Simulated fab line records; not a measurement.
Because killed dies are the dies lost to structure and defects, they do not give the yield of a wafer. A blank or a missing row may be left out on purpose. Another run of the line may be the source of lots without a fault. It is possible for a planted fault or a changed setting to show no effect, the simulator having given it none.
Matching of chambers || flow gf180mcu || 4 sister chambers for GF_SAB_ETCH_11 on rie diel-01
The step etches SiO2 in C4F8/O2/Ar, target depth 55 nm, time 8.5 s. 14 wafers are shown with their chamber, then 7 later ones without.

WAFERS PAIRED WITH THEIR CHAMBERS
{"wafer": "L076.3", "chamber": 2, "oes product au (a.u.)": 1.025}
{"wafer": "L076.4", "chamber": 3, "oes product au (a.u.)": 0.994}
{"wafer": "L076.5", "chamber": 1, "oes product au (a.u.)": 0.985}
{"wafer": "L078.4", "chamber": 3, "oes product au (a.u.)": 0.998}
{"wafer": "L078.5", "chamber": 0, "oes product au (a.u.)": 0.992}
{"wafer": "L078.6", "chamber": 3, "oes product au (a.u.)": 0.981}
{"wafer": "L079.1", "chamber": 1, "oes product au (a.u.)": 1.005}
{"wafer": "L079.4", "chamber": 1, "oes product au (a.u.)": 0.992}
{"wafer": "L079.6", "chamber": 0, "oes product au (a.u.)": 0.981}
{"wafer": "L082.3", "chamber": 3, "oes product au (a.u.)": 0.985}
{"wafer": "L082.5", "chamber": 3, "oes product au (a.u.)": 0.980}
{"wafer": "L082.6", "chamber": 2, "oes product au (a.u.)": 1.011}
{"wafer": "L083.2", "chamber": 2, "oes product au (a.u.)": 1.016}
{"wafer": "L083.4", "chamber": 1, "oes product au (a.u.)": 0.988}

SIGNATURES (averages over the wafers above)
{"reading": "oes product au", "chamber 0": 0.98650, "chamber 1": 0.99250, "chamber 2": 1.01733, "chamber 3": 0.98760, "scatter within a chamber": 0.00807}
Rule: a wafer's distance from a chamber is the root of the sum, over the readings, of the square of ((its reading less the chamber's mean) divided by the reading's scatter). If the next closest chamber is less than 2 further off than the closest, the wafer can't be placed; otherwise it belongs to the closest. The scatter: take each reading less its chamber's mean, square it, sum over the shown wafers, divide by the number of wafers less the number of chambers, and take the root.

WAFERS MISSING THEIR CHAMBER
{"wafer": "L083.6", "oes product au (a.u.)": 0.998}
{"wafer": "L085.1", "oes product au (a.u.)": 0.988}
{"wafer": "L085.2", "oes product au (a.u.)": 0.981}
{"wafer": "L085.3", "oes product au (a.u.)": 1.018}
{"wafer": "L092.1", "oes product au (a.u.)": 0.984}
{"wafer": "L092.3", "oes product au (a.u.)": 0.997}
{"wafer": "L092.4", "oes product au (a.u.)": 1.008}

EACH ONE'S CHAMBER
{"wafer": "L083.6", "from the rows above": "can't be placed: 1 or 3 or 0 or 2", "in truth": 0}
{"wafer": "L085.1", "from the rows above": "can't be placed: 3 or 0 or 1", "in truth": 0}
{"wafer": "L085.2", "from the rows above": "can't be placed: 0 or 3 or 1", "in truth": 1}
{"wafer": "L085.3", "from the rows above": 2, "in truth": 2}
{"wafer": "L092.1", "from the rows above": "can't be placed: 0 or 3 or 1", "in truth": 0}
{"wafer": "L092.3", "from the rows above": "can't be placed: 1 or 3 or 0 or 2", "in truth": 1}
{"wafer": "L092.4", "from the rows above": "can't be placed: 2 or 1 or 3 or 0", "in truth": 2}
1 of 7 placed correctly. These rows do not allow placing 6 (true chamber among the candidates in 6). Number placed wrongly: 0.
